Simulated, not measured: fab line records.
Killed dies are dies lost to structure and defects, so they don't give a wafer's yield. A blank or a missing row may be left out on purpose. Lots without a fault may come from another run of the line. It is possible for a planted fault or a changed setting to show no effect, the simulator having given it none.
Code-filled problem report in 8D (eight disciplines) form + flow gf180mcu + the parts of the form that need people (team, actions taken, sign-off) are left out

## 1. WHAT IS WRONG
MIM_CVD_05_THK at GF_MIM_THK_MEAS_06 reads a mean of 53.4 nm on 4 wafers of 2 lots; wafers without a fault read 42.0 nm with a standard deviation of 0.53. Measured from the usual mean, that is +21 standard deviations.
First observed at day 29 11:34: wafer L177.3, on filmMetro-02. The record has a number at this step for 18 wafers belonging to 6 lots. Rule for "out", or "out of limits": more than 4 standard deviations from the usual mean. The rest of the wafers with a number are treated as sound.

## 2. WHAT IT IS, AND WHAT IT ISN'T
| question                    | is                             | is not                                                                         |
|-----------------------------|--------------------------------|--------------------------------------------------------------------------------|
| which readings at this step | MIM_CVD_05_THK                 | -                                                                              |
| which lots                  | L177, L180                     | L163, L166, L185, L186                                                         |
| which wafers of those lots  | L177.3, L177.6, L180.3, L180.4 | L177.4, L180.5                                                                 |
| read on which gauges        | filmMetro-02, filmMetro-04     | filmMetro-01                                                                   |
| when                        | from day 29 11:34              | up to then (7 sound wafers); but 7 sound wafers of L180, L185, L186 came after |

## 3. WHAT RULES OUT EACH SUSPECT
Counting: if a tool at a process step up to the reading ran every lot that is out, it stays a suspect. Sound lots after the first of them don't rule it out here, since some wafers of a struck lot are sound.
- the gauge at GF_MIM_THK_MEAS_06 is ruled out. 2 gauges (filmMetro-02, filmMetro-04) read the wafers that are out.
- cmp-02 at GF_V4_CMP_26 (polishes, stops on SiO2, t overpolish 15 s, target thk 0 nm): kept. It processed each lot that is out (first: L177, day 29 10:59); up to then, its last sound lot is L163 (day 24 08:54).
- pecvd-02 at GF_MIM_CVD_05 (deposits Si3N4, target thk 42 nm, time 29.086 s): kept. It processed each lot that is out (first: L177, day 29 11:31); up to then, its last sound lot is L166 (day 25 23:37). Its own readings are out on those wafers: runLengthS.
- At GF_MIM_CVD_05, inside pecvd-02: chamber 0 took the wafers that are out, while their sound lot-mates went through chambers 1, 2.
Remaining after the count are cmp-02 at GF_V4_CMP_26 and pecvd-02 at GF_MIM_CVD_05.

## 4. THE CAUSE (what the simulator had put in)
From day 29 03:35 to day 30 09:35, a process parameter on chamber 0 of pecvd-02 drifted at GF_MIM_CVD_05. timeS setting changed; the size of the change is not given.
Counting left 2 suspects, and this tool is among them.

## 5. THE CHAIN OF EFFECTS, in route order
One row per reading whose mean, taken over the struck wafers that have a number, lies over 3 standard deviations from the usual. Only readings for which the record gives a usual standard deviation are gone through. hours: the time from each lot's start at the first step in this table that gives one to its start at this step, as a median over the lots. sigmas: the change in usual standard deviations.
| hours | step               | reading        | usual   | on struck wafers | change | sigmas |
|-------|--------------------|----------------|---------|------------------|--------|--------|
| 0     | GF_MIM_CVD_05      | runLengthS     | 57.3 s  | 65.4             | +8.1   | +16    |
| 0     | GF_MIM_THK_MEAS_06 | MIM_CVD_05_THK | 42.0 nm | 53.4             | +11.4  | +21    |
Here are the process steps it includes:
- GF_MIM_CVD_05: deposits Si3N4, target thk 42 nm, time 29.086 s.
Later steps that measure or inspect, where all struck wafers having a row at the step show a number for every such reading and not one has moved that far: GF_MIM_RS_MEAS_10, GF_MIM_THK_MEAS_11, GF_M5_CD_MEAS_07, GF_M5_OVL_MEAS_08.

## 6. WHAT WOULD HAVE CAUGHT IT SOONER
Counted from the fault's start at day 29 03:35, it took 8 hours until the first out-of-limits reading at a measuring or inspecting step in this record, taken at day 29 11:34.
Tool's own readings at GF_MIM_CVD_05, runLengthS: out on all struck wafers the step has rows for; an alarm limit on them would have tripped on the first.
L180, from the lots that are out (2), started GF_MIM_CVD_05 on pecvd-02 later than day 29 11:34. A tool hold placed at that time would have kept it from harm.
